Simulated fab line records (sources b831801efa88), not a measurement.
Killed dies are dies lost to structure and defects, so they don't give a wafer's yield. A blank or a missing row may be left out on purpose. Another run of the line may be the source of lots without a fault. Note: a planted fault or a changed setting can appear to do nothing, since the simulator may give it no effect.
Problem report in the 8D (eight disciplines) form, filled by code + flow sky130 + the parts of the form that need people (team, actions taken, sign-off) are left out

1. PROBLEM STATEMENT
Mean of strip_time_to_endpoint_s at SKY_RES_XHIGH_STRIP_08: 8.43 s across 6 wafers in 2 lots; on wafers with no fault it is 14.27 s (standard deviation 0.037). So: -99 or more standard deviations from the usual mean.
The step: strips in O2/N2.
First seen on wafer L317.1, day 31 08:26, on plasma_asher-04. At this step, 39 wafers from 13 lots have a number in the record. By rule, "out" or "out of limits" means more than 4 standard deviations away from the usual mean. The rest of the wafers with a number are treated as sound.

2. WHAT IT IS, AND WHAT IT ISN'T
| question                    | is                                       | is not                                                                                 |
|-----------------------------|------------------------------------------|----------------------------------------------------------------------------------------|
| which readings at this step | strip_time_to_endpoint_s, oes_product_au | -                                                                                      |
| which lots                  | L317, L318                               | L304, L306, L309, L311, L312, L313, L316, L321, L322, L323, L326                       |
| which wafers of those lots  | all that have a number                   | -                                                                                      |
| read on which tools         | plasma_asher-02, plasma_asher-04         | plasma_asher-03                                                                        |
| when                        | from day 31 08:26                        | up to then (21 sound wafers); but 12 sound wafers of L321, L322, L323, L326 came after |

3. SUSPECTS, AND WHAT RULES EACH OUT
Counting: a tool stays on the suspect list if, at a process step up to the reading, it processed all lots that are out and no sound lot following the first of them.
- litho_track-01 at SKY_RES_XHIGH_COAT_02 (resist thk 1140 nm): kept. All lots that are out passed through it, beginning with L317 at day 30 18:41, and no sound lot followed; its final sound lot before that point was L316 at day 30 05:14.
Remaining after the count: litho_track-01 at SKY_RES_XHIGH_COAT_02.

4. THE CAUSE (what the simulator had put in)
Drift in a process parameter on litho_track-01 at SKY_RES_XHIGH_COAT_02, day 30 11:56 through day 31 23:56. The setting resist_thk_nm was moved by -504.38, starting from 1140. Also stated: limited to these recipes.
The count eliminated every tool but this one.

5. THE CHAIN OF EFFECTS, in route order
Each row: a reading whose mean over the struck wafers that have a number lies more than 3 standard deviations from the usual. Readings are gone through only where the record gives a usual standard deviation; hours: the median, over the lots, of the time from a lot's start at the first step in this table giving one to that lot's start at this step; sigmas: the change measured in usual standard deviations.
| hours | step                   | reading                  | usual      | on struck wafers | change | sigmas      |
|-------|------------------------|--------------------------|------------|------------------|--------|-------------|
| 0     | SKY_RES_XHIGH_STRIP_08 | oes_product_au           | 0.711 a.u. | 0.576            | -0.135 | -29         |
| 0     | SKY_RES_XHIGH_STRIP_08 | strip_time_to_endpoint_s | 14.27 s    | 8.43             | -5.84  | -99 or more |
The process steps in it:
- SKY_RES_XHIGH_STRIP_08: strips in O2/N2.
At these later measuring or inspecting steps, every struck wafer for which the step has a row has a number for every such reading, and none has moved that far: SKY_SD_N_RS_MEAS_18, SKY_LI_CONTACT_CD_MEAS_12.

6. HOW IT WOULD HAVE BEEN CAUGHT EARLIER
21 hours passed between the start of the fault at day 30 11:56 and the first reading out of limits in this record, taken at day 31 08:26.
No tool reading at SKY_RES_XHIGH_COAT_02 that has a usual standard deviation in the record was out on any struck wafer, so an alarm limit of 4 standard deviations on those readings would not have fired.
Lots out: 2; all had begun SKY_RES_XHIGH_COAT_02 on litho_track-01 by day 31 08:26. Tool hold at that time: it would have spared none of them.
